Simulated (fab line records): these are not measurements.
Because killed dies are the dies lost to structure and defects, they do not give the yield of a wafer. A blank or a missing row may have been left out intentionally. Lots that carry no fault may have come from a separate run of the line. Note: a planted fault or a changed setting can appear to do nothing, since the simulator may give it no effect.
Which of the tools did it? + flow sky130 + 13 lots with 37 wafers sampled at 5 steps, on a route of 708 steps

## WHAT THE GAUGES SHOWED, per wafer
SKY_VT_ADJUST_HVTR_CD_MEAS_07: the cd target is 380 nm. Usual: cd-nm at 380.3 nm, with a standard deviation of 2.2.
| lot  | measured     | on        | cd-nm (nm)        | flag |
|------|--------------|-----------|-------------------|------|
| L372 | day 9 12:35  | cd-sem-02 | 383.3 383.2 383.4 |      |
| L373 | day 9 21:26  | cd-sem-02 | 381.6 381.4 379.7 |      |
| L375 | day 10 06:20 | cd-sem-01 | 379.1 377.0 377.1 |      |
| L374 | day 10 07:14 | cd-sem-01 | 377.6 378.3 380.1 |      |
| L378 | day 11 08:53 | cd-sem-01 | 382.8 384.6 379.0 |      |
| L380 | day 11 17:53 | cd-sem-01 | 382.2 379.1 381.0 |      |
| L386 | day 13 08:56 | cd-sem-01 | 382.8             |      |
| L389 | day 14 09:17 | cd-sem-02 | 381.7 381.3 382.2 |      |
| L391 | day 14 23:31 | cd-sem-02 | 378.0 379.1 376.7 |      |
| L392 | day 15 19:44 | cd-sem-02 | 381.0 381.8 380.4 |      |
| L393 | day 16 16:40 | cd-sem-02 | 380.9 379.9 380.0 |      |
| L394 | day 16 18:34 | cd-sem-02 | 382.9 382.8 383.6 |      |
| L395 | day 16 19:25 | cd-sem-02 | 375.8 376.0 377.4 |      |

SKY_SONOS_TUNNEL_OVL_MEAS_08. Usual: SONOS_TUNNEL_OVL -0.8 nm, standard deviation 1.3.
| lot  | measured     | on         | SONOS_TUNNEL_OVL (nm) | flag |
|------|--------------|------------|-----------------------|------|
| L372 | day 11 09:16 | overlay-01 | 2.4 -0.7 -0.8         |      |
| L373 | day 11 16:46 | overlay-01 | -2.8 0.4 -1.8         |      |
| L375 | day 12 03:16 | overlay-02 | -2.2 -2.8 -2.3        |      |
| L374 | day 12 04:04 | overlay-01 | 0.4 -1.4 -2.9         |      |
| L378 | day 13 06:49 | overlay-02 | -1.4 -2.9 -1.9        |      |
| L380 | day 13 18:39 | overlay-01 | 0.1 0.8 0.3           |      |
| L386 | day 15 11:51 | overlay-01 | -2.6                  |      |
| L389 | day 16 14:46 | overlay-02 | 1.9 1.4 0.4           |      |
| L391 | day 17 08:34 | overlay-02 | -2.5 -2.1 -0.9        |      |
| L392 | day 18 06:43 | overlay-01 | -1.5 0.0 -1.3         |      |
| L393 | day 19 06:04 | overlay-02 | -0.8 -0.9 -0.8        |      |
| L394 | day 19 07:19 | overlay-01 | 1.2 1.0 -0.2          |      |
| L395 | day 19 08:37 | overlay-02 | -0.6 -0.1 -0.3        |      |

SKY_SONOS_TUNNEL_TW_MEAS_12. Usual: SONOS_TUNNEL_TW 199.3, standard deviation 0.82.
| lot  | measured     | on            | SONOS_TUNNEL_TW   | flag |
|------|--------------|---------------|-------------------|------|
| L372 | day 11 09:43 | film-metro-01 | 199.1 198.2 197.3 |      |
| L373 | day 11 17:12 | film-metro-02 | 200.2 200.8 202.0 |      |
| L375 | day 12 03:44 | film-metro-02 | 201.0 199.3 199.8 |      |
| L374 | day 12 04:33 | film-metro-01 | 199.8 199.3 199.5 |      |
| L378 | day 13 07:16 | film-metro-01 | 200.8 201.0 198.9 |      |
| L380 | day 13 19:07 | film-metro-02 | 199.1 199.9 198.6 |      |
| L386 | day 15 12:24 | film-metro-03 | 196.8 195.7       | OFF  |
| L389 | day 16 15:24 | film-metro-02 | 199.7 199.5 199.6 |      |
| L391 | day 17 09:07 | film-metro-02 | 198.6 197.0 199.0 |      |
| L392 | day 18 07:20 | film-metro-02 | 198.6 199.2 198.4 |      |
| L393 | day 19 06:41 | film-metro-03 | 198.6 198.6 199.1 |      |
| L394 | day 19 07:51 | film-metro-02 | 200.3 199.0 198.8 |      |
| L395 | day 19 09:10 | film-metro-02 | 198.2 199.0 199.4 |      |

SKY_SONOS_ONO_OVL_MEAS_14. Usual: SONOS_ONO_OVL 0.0 nm, standard deviation 1.4.
| lot  | measured     | on         | SONOS_ONO_OVL (nm) | flag |
|------|--------------|------------|--------------------|------|
| L372 | day 12 19:10 | overlay-01 | 0.4 0.6 0.7        |      |
| L373 | day 13 09:01 | overlay-02 | -2.1 -0.8 -1.0     |      |
| L375 | day 13 09:12 | overlay-02 | -0.7 -0.9 0.8      |      |
| L374 | day 13 15:01 | overlay-01 | -0.8 -1.8 -1.3     |      |
| L378 | day 14 18:31 | overlay-01 | 1.0 0.5 1.3        |      |
| L380 | day 15 07:20 | overlay-01 | 0.5 1.6 2.8        |      |
| L386 | day 16 20:23 | overlay-01 | -0.4               |      |
| L389 | day 18 06:04 | overlay-02 | 0.3 1.3 0.9        |      |
| L391 | day 18 21:10 | overlay-01 | -0.4 2.1 0.7       |      |
| L392 | day 19 19:20 | overlay-01 | 0.3 -0.1 -0.5      |      |
| L393 | day 20 16:42 | overlay-01 | 1.2 0.4 -0.9       |      |
| L394 | day 20 17:40 | overlay-02 | 0.8 1.8 2.7        |      |
| L395 | day 20 20:37 | overlay-01 | -2.2 -1.2 -1.5     |      |

## WHICH TOOL RAN EACH LOT (tool, then ch and the chambers of the sampled wafers, then the start)
| lot  | SKY_SONOS_TUNNEL_IMPLANT_09     |
|------|---------------------------------|
| L372 | implanter-01 ch 0, day 11 09:20 |
| L373 | implanter-02 ch 0, day 11 16:47 |
| L375 | implanter-01 ch 0, day 12 03:17 |
| L374 | implanter-02 ch 0, day 12 04:08 |
| L378 | implanter-01 ch 0, day 13 06:53 |
| L380 | implanter-02 ch 0, day 13 18:41 |
| L386 | implanter-04 ch 0, day 15 11:53 |
| L389 | implanter-01 ch 0, day 16 14:50 |
| L391 | implanter-01 ch 0, day 17 08:37 |
| L392 | implanter-01 ch 0, day 18 06:44 |
| L393 | implanter-01 ch 0, day 19 06:05 |
| L394 | implanter-02 ch 0, day 19 07:22 |
| L395 | implanter-04 ch 0, day 19 08:41 |
- SKY_SONOS_TUNNEL_IMPLANT_09

## WHAT THE TOOLS THEMSELVES READ (means of the sampled wafers that have a number; where no wafer has one, the mark that the record gives instead)
The record holds no such reading with a usual standard deviation.

## THE ANSWER, worked out from the rows above alone
Rule: a lot is off if the mean of its wafers that have a number lies more than 3 standard deviations from the usual mean. Also off: a lot with no number at a reading for which 4 or more lots have one. Where the step has rows for the other lots, those lots are counted as sound. Order of review: gauges by route order, followed by the tools' own readings, for which a lot's mean as printed above is used. The first step at which some lot is off is used, and at that step the reading that is off furthest; a lot without a number counts as furthest.
Off: L386, seen at SKY_SONOS_TUNNEL_TW_MEAS_12 (SONOS_TUNNEL_TW).
A tool fits if, at a process step before that reading, it ran every lot that is off, and no sound lot after the first of them. The gauges at SKY_SONOS_TUNNEL_TW_MEAS_12 are tried like those tools. None of those tried fits.

## WHAT THE SIMULATOR HAD PUT IN
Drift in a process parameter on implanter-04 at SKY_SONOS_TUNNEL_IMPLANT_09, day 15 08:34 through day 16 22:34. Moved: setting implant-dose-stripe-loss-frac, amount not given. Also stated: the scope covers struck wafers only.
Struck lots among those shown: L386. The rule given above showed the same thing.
